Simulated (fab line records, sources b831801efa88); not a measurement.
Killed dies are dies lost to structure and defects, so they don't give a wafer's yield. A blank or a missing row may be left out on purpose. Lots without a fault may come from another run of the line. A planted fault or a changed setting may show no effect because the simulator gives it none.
Which tool did it? | flow sky130 | 12 lots, 36 wafers sampled, at 5 steps of a route of 708

WHAT THE GAUGES READ, wafer by wafer
SKY_VIA2_BOW_MEAS_03.
lot  | measured     | on            | VIA2_BOW (um)
L280 | day 34 18:01 | film_metro-04 | 83 79 90
L281 | day 35 05:10 | film_metro-04 | 92 85 91
L282 | day 35 17:28 | film_metro-03 | 94 79 82
L283 | day 35 23:50 | film_metro-04 | 84 84 94
L285 | day 36 06:53 | film_metro-02 | 82 86 85
L286 | day 36 22:14 | film_metro-03 | 84 105 87
L287 | day 37 09:44 | film_metro-04 | 79 80 81
L288 | day 37 13:10 | film_metro-02 | 89 102 92
L290 | day 38 07:29 | film_metro-02 | 86 87 87
L295 | day 39 13:41 | film_metro-02 | 86 84 81
L299 | day 40 17:10 | film_metro-03 | 90 80 86
L300 | day 41 04:23 | film_metro-03 | 84 83 85

WHICH TOOL RAN EACH LOT (tool, then ch and the chambers of the sampled wafers, then the start)
lot  | SKY_LDD_N_IMPLANT_10            | SKY_LDD_N_STRIP_16                   | SKY_METAL2_SPUTTER_03        | SKY_METAL2_STRIP_20
L280 | implanter-01 ch 0, day 17 06:07 | plasma_asher-01 ch 0,1, day 17 07:01 | pvd_sputter-04, day 33 13:50 | plasma_asher-04 ch 0,1, day 34 16:56
L281 | implanter-01 ch 0, day 17 17:56 | plasma_asher-04 ch 0,1, day 17 18:48 | pvd_sputter-04, day 34 00:40 | plasma_asher-02 ch 0,1, day 35 03:50
L282 | implanter-01 ch 0, day 18 08:17 | plasma_asher-03 ch 0,1, day 18 09:09 | pvd_sputter-02, day 34 13:53 | plasma_asher-02 ch 0,1, day 35 16:22
L283 | implanter-01 ch 0, day 18 16:19 | plasma_asher-04 ch 0,1, day 18 17:13 | pvd_sputter-02, day 34 19:59 | plasma_asher-02 ch 0,1, day 35 22:43
L285 | implanter-01 ch 0, day 19 00:59 | plasma_asher-04 ch 1, day 19 01:51   | pvd_sputter-04, day 35 02:04 | plasma_asher-04 ch 1, day 36 05:46
L286 | implanter-01 ch 0, day 19 19:26 | plasma_asher-04 ch 0,1, day 19 20:18 | pvd_sputter-02, day 35 18:56 | plasma_asher-02 ch 0,1, day 36 21:07
L287 | implanter-03 ch 0, day 20 08:34 | plasma_asher-01 ch 0,1, day 20 09:28 | pvd_sputter-04, day 36 06:37 | plasma_asher-01 ch 0,1, day 37 08:40
L288 | implanter-03 ch 0, day 20 10:27 | plasma_asher-03 ch 0,1, day 20 11:21 | pvd_sputter-04, day 36 09:46 | plasma_asher-01 ch 0,1, day 37 12:05
L290 | implanter-01 ch 0, day 21 06:22 | plasma_asher-03 ch 0,1, day 21 07:16 | pvd_sputter-02, day 37 04:49 | plasma_asher-02 ch 1, day 38 06:22
L295 | implanter-03 ch 0, day 22 23:17 | plasma_asher-01 ch 0, day 23 00:10   | pvd_sputter-02, day 38 10:59 | plasma_asher-01 ch 0,1, day 39 12:19
L299 | implanter-03 ch 0, day 24 08:59 | plasma_asher-01 ch 0,1, day 24 09:51 | pvd_sputter-04, day 39 15:16 | plasma_asher-04 ch 0,1, day 40 16:04
L300 | implanter-03 ch 0, day 24 20:17 | plasma_asher-04 ch 0,1, day 24 21:09 | pvd_sputter-01, day 40 02:45 | plasma_asher-04 ch 0,1, day 41 03:14
- SKY_LDD_N_IMPLANT_10
- SKY_LDD_N_STRIP_16: strips in O2/N2.
- SKY_METAL2_SPUTTER_03: material Ti, target thk 5 nm, time 3.3 s.
- SKY_METAL2_STRIP_20: strips in O2/N2.

WHAT THE TOOLS THEMSELVES READ (means of the sampled wafers that have a number; where no wafer has one, the mark that the record gives instead)
SKY_LDD_N_IMPLANT_10.
lot  | tool         | dose_ions_cm2 | faraday_current_uA
L280 | implanter-01 | 7.5e+13       | 429
L281 | implanter-01 | 7.5e+13       | 425
L282 | implanter-01 | 7.5e+13       | 422
L283 | implanter-01 | 7.5e+13       | 418
L285 | implanter-01 | 7.5e+13       | 425
L286 | implanter-01 | 7.5e+13       | 416
L287 | implanter-03 | 7.5e+13       | 415
L288 | implanter-03 | 7.5e+13       | 429
L290 | implanter-01 | 7.5e+13       | 420
L295 | implanter-03 | 7.5e+13       | 418
L299 | implanter-03 | 5.0e+13       | 280
L300 | implanter-03 | 5.0e+13       | 280

SKY_LDD_N_STRIP_16.
lot  | tool            | drypump_motor_current_A (A) | oes_product_au (a.u.) | strip_time_to_endpoint_s (s)
L280 | plasma_asher-01 | 5.6                         | 0.407                 | 4.312
L281 | plasma_asher-04 | 5.1                         | 0.406                 | 4.295
L282 | plasma_asher-03 | 5.8                         | 0.407                 | 4.295
L283 | plasma_asher-04 | 5.1                         | 0.405                 | 4.323
L285 | plasma_asher-04 | 4.9                         | 0.405                 | 4.321
L286 | plasma_asher-04 | 5.1                         | 0.407                 | 4.315
L287 | plasma_asher-01 | 5.6                         | 0.405                 | 4.306
L288 | plasma_asher-03 | 5.8                         | 0.403                 | 4.314
L290 | plasma_asher-03 | 5.8                         | 0.408                 | 4.311
L295 | plasma_asher-01 | 5.9                         | 0.403                 | 4.293
L299 | plasma_asher-01 | 5.6                         | 0.404                 | 4.248
L300 | plasma_asher-04 | 5.1                         | 0.405                 | 4.249

SKY_METAL2_SPUTTER_03.
lot  | tool           | throttle_valve_pct (%)
L280 | pvd_sputter-04 | 30.3
L281 | pvd_sputter-04 | 29.4
L282 | pvd_sputter-02 | 29.7
L283 | pvd_sputter-02 | 29.9
L285 | pvd_sputter-04 | 29.7
L286 | pvd_sputter-02 | 29.8
L287 | pvd_sputter-04 | 30.0
L288 | pvd_sputter-04 | 29.9
L290 | pvd_sputter-02 | 29.7
L295 | pvd_sputter-02 | 30.0
L299 | pvd_sputter-04 | 30.0
L300 | pvd_sputter-01 | 30.4

SKY_METAL2_STRIP_20.
lot  | tool            | drypump_motor_current_A (A) | oes_product_au (a.u.) | strip_time_to_endpoint_s (s)
L280 | plasma_asher-04 | 5.1                         | 0.346                 | 2.67
L281 | plasma_asher-02 | 5.6                         | 0.346                 | 2.75
L282 | plasma_asher-02 | 5.6                         | 0.339                 | 2.69
L283 | plasma_asher-02 | 5.6                         | 0.341                 | 2.74
L285 | plasma_asher-04 | 4.9                         | 0.348                 | 2.71
L286 | plasma_asher-02 | 5.6                         | 0.343                 | 2.71
L287 | plasma_asher-01 | 5.6                         | 0.343                 | 2.72
L288 | plasma_asher-01 | 5.8                         | 0.347                 | 2.73
L290 | plasma_asher-02 | 5.6                         | 0.342                 | 2.69
L295 | plasma_asher-01 | 5.6                         | 0.342                 | 2.75
L299 | plasma_asher-04 | 5.1                         | 0.341                 | 2.67
L300 | plasma_asher-04 | 5.3                         | 0.348                 | 2.71

THE ANSWER, worked out from the rows above alone
Rule: what is usual is taken from the lots themselves. Put in order of their means at a reading, lots are off if they are a third of the lots or fewer, leave a main group of 4 or more, and stand apart from it by a gap of 3 or more times the standard deviation of the main group's means; of several such gaps the widest counts. A main group whose means are all the same, to the digits that the tables above print for the reading, isn't used. A lot without any number at a reading at which 4 lots or more have one is off too. The other lots that the step has rows for count as sound. The gauges are gone through in route order, then the tools' own readings, and for those a lot's mean is taken as printed above. The first step at which some lot is off is used, and at that step the reading that is off furthest; a lot without a number counts as furthest.
Off: L299, L300, at SKY_LDD_N_IMPLANT_10 (faraday_current_uA). The main group: mean 422, standard deviation 4.9.
A tool fits if, at that step or a process step before it, it ran every lot that is off, and no sound lot after the first of them. One fits: implanter-03 at SKY_LDD_N_IMPLANT_10. Its last sound lot is L295 (day 22 23:17), its first lot that is off L299 (day 24 08:59): a fault that began between those two fits.
The tool's own readings at SKY_LDD_N_IMPLANT_10 bear it out: on the lots that are off they differ by more than 5 times the standard deviation of the sound lots' means. dose_ions_cm2 reads 5.0e+13 there against 7.5e+13 on the sound lots; faraday_current_uA reads 280 there against 422 on the sound lots.

WHAT THE SIMULATOR HAD PUT IN
Process parameter drift: implanter-03, from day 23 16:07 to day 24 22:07, at SKY_LDD_N_IMPLANT_10. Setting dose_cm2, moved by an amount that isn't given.
Lots struck among those shown: L299, L300. The rule above found the same.
